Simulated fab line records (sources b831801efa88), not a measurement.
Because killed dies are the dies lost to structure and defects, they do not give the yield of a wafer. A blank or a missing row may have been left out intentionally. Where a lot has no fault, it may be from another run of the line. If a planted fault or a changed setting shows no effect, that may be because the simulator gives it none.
Struck lot and sound lot, side by side | flow sky130 | 27 steps out of a route of 708
Sound: the wafers L766.2, L766.5, L766.6. Struck: wafer L759.5. The cause is named last.
For every step that has rows: the tool of each side, followed by ch and its chambers, followed by its first start. Under that, the readings that differ: sound wafers | struck wafers | difference of the means | sigmas: that difference in standard deviations of wafers without a fault.
alike: words and numbers the same on both sides, and readings whose means are apart by under 2 such deviations; not compared: readings that were withheld, readings missing a value for some wafer, numbers with overlapping values and no deviation given by the record, and bounds like >300 which may hide the same value.
The two part at a step that has a row with sigmas, a row that says differs or no value, or rows on one side only. Numbers that don't overlap but have no deviation are shown without sigmas and don't part them. Lack of a reading on every wafer of one side parts them only where that side has two or more wafers.

SKY_VIA4_ETCH_12: etches SiO2 in C4F8/O2/Ar, stops on TiN, target depth 580 nm.
  sound on rieDiel-04 ch 2,3, day 47 13:20; struck on rieDiel-02 ch 0, day 45 20:49
  alike: chamberPressureMTorr, oesProductAu, rfFwdPowerW
SKY_VIA4_STRIP_13: strips in O2/N2.
  sound on plasmaAsher-03 ch 0,1, day 47 13:25; struck on plasmaAsher-04 ch 1, day 45 20:55
reading                  | sound             | struck | difference | sigmas
drypumpMotorCurrentA (A) | 5.6 5.5 5.6       | 6.8    | +1.2       | +3
stripTimeToEndpointS (s) | 12.84 12.84 12.83 | 12.92  | +0.08      | +2
  alike: chamberPressureMTorr, oesProductAu
  not compared: rfHoursCounterH
then, 5 steps without rows for these wafers: SKY_VIA4_STRIP_14 (strips in post etch residue remover, time 1200 s); SKY_VIA4_CLEAN_15 (cleans in IPA, time 180 s); SKY_VIA4_CLEAN_16 (cleans in O3/DIW); SKY_VIA4_SPUTTER_17 (material TiN, target thk 20 nm, time 80 s); SKY_VIA4_CVD_18 (deposits W, target thk 505 nm, time 152.14 s).
SKY_VIA4_RS_MEAS_19: uses a four-point probe to measure.
  sound on filmMetro-01 at day 47 14:14; struck on filmMetro-03 at day 45 22:05
  alike: VIA4_W_RS
SKY_VIA4_THK_MEAS_20: measures by xrf.
  sound on filmMetro-01 at day 47 14:20; struck on filmMetro-03 at day 45 22:10
  alike: VIA4_W_THK
SKY_VIA4_CMP_21: polishes, stops on SiO2, t overpolish 25 s, target thk 0 nm.
  sound on cmp-01 ch 1,2,3, day 47 14:43; struck on cmp-02 ch 1, day 45 22:23
reading             | sound                | struck | difference | sigmas
overpolishRunS (s)  | 24.992 25.010 25.016 | 24.982 | -0.024     | -3
timeToEndpointS (s) | 123 122 125          | 114    | -9         | -2
  alike: motorCurrentA, retainingRingPressureFrac
then, 1 step without rows for these wafers: SKY_METAL5_SPUTTER_00 (material Ti, target thk 15 nm, time 10 s).
SKY_METAL5_SPUTTER_01: material TiN, target thk 20 nm, time 16.26 s.
  sound on pvdSputter-03 at day 47 14:56; struck on pvdSputter-01 at day 45 22:31
  alike: throttleValvePct
SKY_METAL5_SPUTTER_02: material AlCu, target thk 1150 nm, time 61.2 s.
  sound on pvdSputter-03 at day 47 14:58; struck on pvdSputter-01 at day 45 22:33
reading                                    | sound          | struck | difference | sigmas
model.AlCu_of_METAL5_SPUTTER_02.thkNm (nm) | 1129 1145 1125 | 1282   | +149       | 
  alike: throttleValvePct
then, 2 steps without rows for these wafers: SKY_METAL5_SPUTTER_03 (material Ti, target thk 5 nm, time 3.3 s); SKY_METAL5_SPUTTER_04 (material TiN, target thk 70 nm, time 58.3 s).
SKY_METAL5_RS_MEAS_05: uses a four-point probe to measure.
  sound on filmMetro-03 at day 47 15:05; struck on filmMetro-03 at day 45 23:01
reading                 | sound                | struck | difference | sigmas
METAL5_ALCU_RS (ohm/sq) | 0.0275 0.0271 0.0276 | 0.0242 | -0.0032    | -9
  not compared: hold
SKY_METAL5_THK_MEAS_06: measures by xrf.
  sound on filmMetro-03 at day 47 15:12; struck on filmMetro-03 at day 46 02:41
reading              | sound          | struck | difference | sigmas
METAL5_ALCU_THK (nm) | 1112 1128 1104 | 1254   | +139       | +9
  not compared: hold
then, 7 steps without rows for these wafers: SKY_METAL5_HMDS_08 (prime time 60 s); SKY_METAL5_COAT_09 (resist thk 1800 nm); SKY_METAL5_SOFTBAKE_10 (time 60 s); SKY_METAL5_EXPOSE_11 (exposes mask MM5, target cd 1600 nm); SKY_METAL5_PEB_12; SKY_METAL5_DEVELOP_13 (develop time 60 s); SKY_METAL5_DESCUM_14 (chemistry O2, time 11 s).
SKY_METAL5_METAL_ETCH_15: etches the open film in Cl2/BCl3, stops on SiO2, target depth 1260 nm, time 252 s.
  sound on rieMetal-04 ch 0,1, day 48 10:35; struck on rieMetal-03 ch 1, day 46 20:02
reading             | sound             | struck | difference | sigmas
oesProductAu (a.u.) | 0.896 0.894 0.891 | 0.932  | +0.038     | +7
  alike: chamberPressureMTorr, drypumpMotorCurrentA, rfFwdPowerW, throttleValvePct
  not compared: rfHoursCounterH
SKY_METAL5_STRIP_16: strips in O2/N2.
  sound on plasmaAsher-03 ch 0,1, day 48 10:49; struck on plasmaAsher-01 ch 1, day 46 20:11
  alike: chamberPressureMTorr, drypumpMotorCurrentA, oesProductAu, stripTimeToEndpointS
  not compared: rfHoursCounterH
SKY_PAD_OPEN_PROBE_99:
  sound on prober-02 at day 50 01:52; struck on prober-01 at day 48 14:52
reading                    | sound                   | struck  | difference | sigmas
killedAtOther              | 0 0 1                   | 2       | +2         | +3
model.etest.met5.rsOhmSq   | 0.02732 0.02747 0.02789 | 0.0242  | -0.0034    | 
model.etest.met5.lineOhmUm | 0.01699 0.01711 0.01733 | 0.01521 | -0.00193   | 
  alike: killed_at_M0_to_M3, killed_at_M4_up, killedAtContacts, killedAtFrontEnd, killedDies, killedOpen, killedShort

== WHERE THEY PART ==
First at SKY_VIA4_STRIP_13; last, within this record, at SKY_PAD_OPEN_PROBE_99.

WHY: what the simulator had put in
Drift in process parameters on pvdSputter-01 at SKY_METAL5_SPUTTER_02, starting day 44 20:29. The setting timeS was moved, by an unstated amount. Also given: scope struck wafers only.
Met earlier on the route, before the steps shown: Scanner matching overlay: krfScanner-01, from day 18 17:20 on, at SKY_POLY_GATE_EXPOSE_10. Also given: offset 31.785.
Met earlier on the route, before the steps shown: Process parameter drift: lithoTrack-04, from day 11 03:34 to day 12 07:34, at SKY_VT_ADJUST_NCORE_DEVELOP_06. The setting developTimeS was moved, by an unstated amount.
